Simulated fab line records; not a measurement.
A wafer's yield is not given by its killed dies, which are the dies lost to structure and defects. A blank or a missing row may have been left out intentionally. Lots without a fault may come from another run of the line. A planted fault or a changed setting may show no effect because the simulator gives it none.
fab line records    flow sky130
record lots=5  wafers=15  lastDay=49
route steps=708 shown VIA4@645 METAL5@661
lots that met no fault: from a run of the same line without faults
startH: hours from the record's first day to the start of the lot's first wafer shown    waitH: time in hours since the lot's previous step    " as in the row above    L1.1+2: several wafers, shown together as one row    - value missing, or start not given    * or withheld: withheld    < > ~ a bound
route shown NAME@n: a module of which the file shows steps, and the number in the route of the first    usual: mean/standard deviation of fault-free wafers    same: alike in all rows    chamber/n: place in a boat    sites: per-site readings    _std_site: how widely they spread, as a standard deviation    _edge_site: mean of outer sites minus mean of inner sites    radiusMm: for every site, how far away it sits from the centre of the wafer    mask NAME#n: copy n    behind: the last tool/chamber to shape the wafer    hold: cause of the lot's hold/its duration in hours/its outcome    device: transistor that didn't switch, given as n, p or np    end of line: the tests these same wafers got at the end of their route    a step given without rows: its recipe and nothing more    killed: at the first sort, the dies lost to defects and structure; wafer yield is something else    map: dies across one wafer; x = killed, . = not, _ = none there
set.NAME: setting as actually run; set.NAME@STEP: the setting as run at that earlier step    model.NAME: the simulator's own value behind a step, which no gauge read
certain route steps with their lots: each step a table, each wafer a row
services: the hour from which a tool's chamber was out of use, counted from the record's first day as startH (under 0 if before that day), plus the number of hours and why
## steps
# step SKY_VIA4_COAT_06
# recipe resist=NOVOLAK  spinRpm=3000  resistThkNm=1140
# step SKY_VIA4_SOFTBAKE_07
# recipe tempC=90  timeS=60  resist=NOVOLAK
# step SKY_VIA4_EXPOSE_08
# recipe maskId=VIM4  na=0.6  sourceShape=conventional  sigmaOuter=0.6  polarization=unpolarized  targetCdNm=800  doseMj=132
# step SKY_VIA4_PEB_09
# recipe tempC=withheld  timeS=*  resist=NOVOLAK
# step SKY_VIA4_DEVELOP_10
# recipe resist=NOVOLAK  developer=TMAH  developTimeS=60  devTempC=23
# step SKY_VIA4_OVL_MEAS_11
# usual VIA4_OVL=-0.3/1.2
lot.wafer  tool        chamber  startH   waitH  VIA4_OVL[nm]
L554.1     overlay-01  -        1019.36  0.1    0.9
L554.3     "           -        "        "      1.3
L554.4     "           -        "        "      0.1
L558.3     overlay-01  -        1051.16  0.1    2.9
L558.4     "           -        "        "      2.6
L558.5     "           -        "        "      1.5
L559.1     overlay-01  -        1061.46  0.1    -0.8
L559.3     "           -        "        "      -0.1
L559.5     "           -        "        "      1.7
L566.3     overlay-01  -        1100.30  0.1    -1.6
L566.5     "           -        "        "      -1.0
L566.6     "           -        "        "      -0.7
L571.1     overlay-02  -        1130.29  0.1    0.7
L571.3     "           -        "        "      1.6
L571.5     "           -        "        "      0.6
# step SKY_VIA4_ETCH_12
# recipe target=SiO2  chemistry=C4F8/O2/Ar  stopOn=TiN  maskMaterial=NOVOLAK  sourceW=1500  biasW=1200  pressureMtorr=40  c4f8FlowSccm=withheld  O2_flow_sccm=6  Ar_flow_sccm=300  timeS=withheld  targetDepthA=5800
# usual oesProductAu=0.925/0.0045
lot.wafer  tool        chamber  startH   waitH  oesProductAu
L554.1     rieDiel-02  3        1019.40  0.0    0.920
L554.3     "           0        "        "      0.927
L554.4     "           1        "        "      0.918
L558.3     rieDiel-03  2        1051.18  0.0    0.917
L558.4     "           0        "        "      0.922
L558.5     "           3        "        "      0.925
L559.1     rieDiel-01  1        1061.50  0.0    0.927
L559.3     "           3        "        "      0.926
L559.5     "           3        "        "      0.928
L566.3     rieDiel-03  0        1100.33  0.0    0.916
L566.5     "           2        "        "      0.915
L566.6     "           3        "        "      0.922
L571.1     rieDiel-01  0        1130.33  0.0    0.934
L571.3     "           0        "        "      0.937
L571.5     "           0        "        "      0.919
# step SKY_VIA4_STRIP_13
# recipe chemistry=O2/N2  powerW=1400  pressureMtorr=1500  platenTempC=withheld  o2FlowSccm=3000  n2FlowSccm=300  overashFraction=0.5
# usual drypumpMotorCurrentA=5.8/0.36  oesProductAu=0.709/0.0043  stripTimeToEndpointS=12.80/0.031
lot.wafer  tool            chamber  startH   waitH  drypumpMotorCurrentA  oesProductAu  rfHoursCounterH  stripTimeToEndpointS
L554.1     plasmaAsher-04  0        1019.47  -      6.3                   0.705         28               12.81
L554.3     "               1        "        "      5.9                   0.709         -                12.77
L554.4     "               0        "        "      6.3                   0.709         -                12.80
L558.3     plasmaAsher-04  1        1051.29  -      5.9                   0.706         -                12.86
L558.4     "               0        "        "      6.3                   0.712         -                12.77
L558.5     "               1        "        "      5.9                   0.709         -                12.81
L559.1     plasmaAsher-04  0        1061.57  -      6.2                   0.715         33               12.82
L559.3     "               0        "        "      6.3                   0.713         -                12.80
L559.5     "               1        "        "      5.9                   0.708         -                12.81
L566.3     plasmaAsher-01  0        1100.43  -      5.8                   0.715         -                12.82
L566.5     "               1        "        "      5.1                   0.711         -                12.82
L566.6     "               0        "        "      5.8                   0.713         -                12.81
L571.1     plasmaAsher-03  0        1130.44  -      5.6                   0.707         69               12.72
L571.3     "               1        "        "      6.1                   0.710         -                12.75
L571.5     "               1        "        "      6.1                   0.702         -                12.76
# step SKY_VIA4_STRIP_14
# recipe chemistry=postEtchResidueRemover  timeS=1200  tempC=72.5
# step SKY_VIA4_CLEAN_15
# recipe chemistry=IPA  timeS=180  tempC=25
# step SKY_VIA4_CLEAN_16
# recipe chemistry=O3/DIW  dry=n2Spin
# step SKY_VIA4_SPUTTER_17
# recipe material=TiN  targetThkNm=20  chamberPressurePa=5  powerW=4000  timeS=80
# usual throttleValvePct=30.4/0.85
# same timeS=80
lot.wafer  tool           chamber  startH   waitH  throttleValvePct
L554.1     pvdSputter-01  -        1020.06  0.0    30.0
L554.3     "              -        "        "      30.3
L554.4     "              -        "        "      29.0
L558.3     pvdSputter-01  -        1051.85  0.0    30.7
L558.4     "              -        "        "      30.3
L558.5     "              -        "        "      30.1
L559.1     pvdSputter-03  -        1062.35  0.0    30.6
L559.3     "              -        "        "      31.1
L559.5     "              -        "        "      30.3
L566.3     pvdSputter-01  -        1101.04  0.0    29.6
L566.5     "              -        "        "      29.3
L566.6     "              -        "        "      30.5
L571.1     pvdSputter-01  -        1131.04  0.0    30.2
L571.3     "              -        "        "      30.9
L571.5     "              -        "        "      29.3
# step SKY_VIA4_CVD_18
# recipe material=W  targetThkNm=505  timeS=152.14  tempC=400  pressureTorr=40
# usual heaterPowerOuterW=510/19  heaterPowerW=861/29  susceptorTempC=400.03/0.24
# same timeS=152.14
lot.wafer  tool     chamber  startH   waitH  heaterPowerOuterW  heaterPowerW  susceptorTempC  model.W_of_VIA4_CVD_18.thkNm
L554.1     cvdW-02  1        1020.12  0.0    482                800           400.35          511.9
L554.3     "        1        "        "      484                810           400.17          505.8
L554.4     "        0        "        "      544                890           399.94          510
L558.3     cvdW-02  0        1051.96  0.1    531                846           399.67          508.2
L558.4     "        1        "        "      493                805           400.01          502.4
L558.5     "        1        "        "      488                817           400.25          502.6
L559.1     cvdW-02  0        1062.41  0.0    704                1094          442.24          850.1
L559.3     "        0        "        "      719                1096          442.62          858.6
L559.5     "        1        "        "      484                826           399.98          501.3
L566.3     cvdW-01  1        1101.15  0.1    518                873           400.26          503.1
L566.5     "        1        "        "      510                896           400.14          503.4
L566.6     "        0        "        "      504                891           399.63          505.9
L571.1     cvdW-01  1        1131.10  0.0    519                861           400.10          496.8
L571.3     "        0        "        "      502                910           400.02          499.8
L571.5     "        1        "        "      522                898           399.99          498.6
# step SKY_VIA4_RS_MEAS_19
# recipe thkMeasGauge=four-point-probe  reads=W_of_VIA4_CVD_18+TiN_of_VIA4_SPUTTER_17
# usual VIA4_W_RS=0.2278/0.0021
lot.wafer  tool          chamber  startH   waitH  VIA4_W_RS[ohm/sq]
L554.1     filmMetro-01  -        1020.28  0.1    0.2239
L554.3     "             -        "        "      0.2266
L554.4     "             -        "        "      0.2242
L558.3     filmMetro-01  -        1052.10  0.1    0.2249
L558.4     "             -        "        "      0.2284
L558.5     "             -        "        "      0.2283
L559.1     filmMetro-03  -        1062.56  0.1    0.1343
L559.3     "             -        "        "      0.1326
L559.5     "             -        "        "      0.2280
L566.3     filmMetro-01  -        1101.29  0.1    0.2279
L566.5     "             -        "        "      0.2278
L566.6     "             -        "        "      0.2266
L571.1     filmMetro-03  -        1131.25  0.1    0.2299
L571.3     "             -        "        "      0.2287
L571.5     "             -        "        "      0.2288
# step SKY_VIA4_THK_MEAS_20
# recipe thkMeasGauge=xrf  reads=W_of_VIA4_CVD_18
# usual VIA4_W_THK=518/7
lot.wafer  tool          chamber  startH   waitH  VIA4_W_THK[nm]
L554.1     filmMetro-01  -        1020.40  0.1    531
L554.3     "             -        "        "      525
L554.4     "             -        "        "      527
L558.3     filmMetro-01  -        1052.20  0.1    525
L558.4     "             -        "        "      522
L558.5     "             -        "        "      523
L559.1     filmMetro-03  -        1062.68  0.1    899
L559.3     "             -        "        "      915
L559.5     "             -        "        "      515
L566.3     filmMetro-01  -        1101.39  0.1    519
L566.5     "             -        "        "      518
L566.6     "             -        "        "      524
L571.1     filmMetro-03  -        1131.37  0.1    510
L571.3     "             -        "        "      516
L571.5     "             -        "        "      512
# step SKY_VIA4_CMP_21
# recipe stopOn=SiO2  tOverpolishS=25  downForcePsi=3.5  platenRpm=60  targetThkNm=0  padVelocityMS=0.94248
# usual motorCurrentA=11.1/0.85  platenRpm=60.00/0.037  timeToEndpointS=122/4.2
lot.wafer  tool    chamber  startH   waitH  motorCurrentA  platenRpm  timeToEndpointS
L554.3     cmp-01  0        1020.46  0.0    10.9           60.02      120
L554.4     "       1        "        "      11.6           59.98      124
L554.1     "       3        "        "      12.2           60.13      125
L558.3     cmp-02  0        1052.24  0.0    12.0           60.03      115
L558.4     "       1        "        "      11.1           60.04      119
L558.5     "       0        "        "      12.2           60.06      117
L559.1     cmp-01  0        1062.87  0.2    11.4           60.01      203
L559.3     "       2        "        "      11.9           60.03      207
L559.5     "       0        "        "      11.3           60.06      121
L566.3     cmp-02  1        1101.61  0.2    11.9           60.01      125
L566.6     "       0        "        "      11.7           60.00      115
L566.5     "       1        "        "      11.3           60.09      120
L571.3     cmp-02  0        1131.67  0.3    11.1           59.98      118
L571.1     "       1        "        "      11.1           59.99      126
L571.5     "       2        "        "      10.2           60.06      128
# step SKY_METAL5_SPUTTER_00
# recipe material=Ti  targetThkNm=15  powerW=3000  timeS=10  chamberPressurePa=0.4
# usual throttleValvePct=30.2/0.7
# same timeS=10
lot.wafer  tool           chamber  startH   waitH  throttleValvePct
L554.1     pvdSputter-03  -        1020.76  0.1    30.8
L554.3     "              -        "        "      29.7
L554.4     "              -        "        "      30.5
L558.3     pvdSputter-03  -        1052.54  0.2    30.6
L558.4     "              -        "        "      30.4
L558.5     "              -        "        "      30.6
L559.1     pvdSputter-04  -        1063.12  0.2    28.4
L559.3     "              -        "        "      31.7
L559.5     "              -        "        "      28.6
L566.3     pvdSputter-04  -        1101.86  0.2    30.2
L566.5     "              -        "        "      30.0
L566.6     "              -        "        "      30.0
L571.1     pvdSputter-03  -        1131.87  0.1    30.5
L571.3     "              -        "        "      29.8
L571.5     "              -        "        "      30.9
## services
tool            chamber  startH   hours  kind
cvdW-01         -        1011.96  0.8    repair
pvdSputter-03   -        1014.56  1.2    repair
pvdSputter-01   0        1033.53  -      consumableReplace:kit
pvdSputter-01   0        1033.53  18.0   scheduledDown
pvdSputter-01   0        1033.53  18.0   ventCycle
plasmaAsher-01  -        1055.25  9.0    pm
cmp-01          -        1064.36  2.2    repair
rieDiel-02      3        1077.73  5.2    repair
cmp-01          -        1078.68  1.3    repair
rieDiel-01      -        1083.64  2.2    repair
cmp-01          -        1084.09  4.0    pm
rieDiel-01      3        1084.37  10.9   repair
rieDiel-01      0        1092.35  16.3   repair
rieDiel-02      -        1096.25  0.8    repair
pvdSputter-04   -        1102.62  40.7   repair
rieDiel-02      3        1109.42  1.6    repair
pvdSputter-03   1        1115.66  -      consumableReplace:kit
pvdSputter-03   1        1115.66  18.0   scheduledDown
cvdW-01         -        1118.31  4.3    pm
pvdSputter-01   -        1119.18  4.8    repair
plasmaAsher-04  -        1120.57  14.6   pm
rieDiel-01      -        1124.02  0.9    repair
rieDiel-01      1        1127.19  36.1   repair
rieDiel-01      3        1128.66  2.4    repair
## key
firstSign step=SKY_VIA4_CVD_18  reading=susceptorTempC  direction=up  sigmas=99+  usual=*  struck=*
effect step=SKY_VIA4_CVD_18  reading=heaterPowerOuterW  direction=up  sigmas=10  usual=*  struck=*
effect step=SKY_VIA4_RS_MEAS_19  reading=VIA4_W_RS  direction=down  sigmas=44  usual=0.2278  struck=0.1335
effect step=SKY_VIA4_THK_MEAS_20  reading=VIA4_W_THK  direction=up  sigmas=56  usual=518  struck=907
effect step=SKY_VIA4_CMP_21  reading=timeToEndpointS  direction=up  sigmas=20  usual=*  struck=*
modelEffect step=SKY_VIA4_CVD_18  value=W_of_VIA4_CVD_18.thkNm  without=511.9  struck=854.3
metAt SKY_VIA4_CVD_18
struckWafers L559.1,L559.3
onsetBetween 1051.96 1062.41
fault kind=processParameterDrift  tool=cvdW-02  chamber=0  onsetH=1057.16  steps=SKY_VIA4_CVD_18  channel=tempC  offset=*  shape=step  endH=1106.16  actsIn=*  stated=*
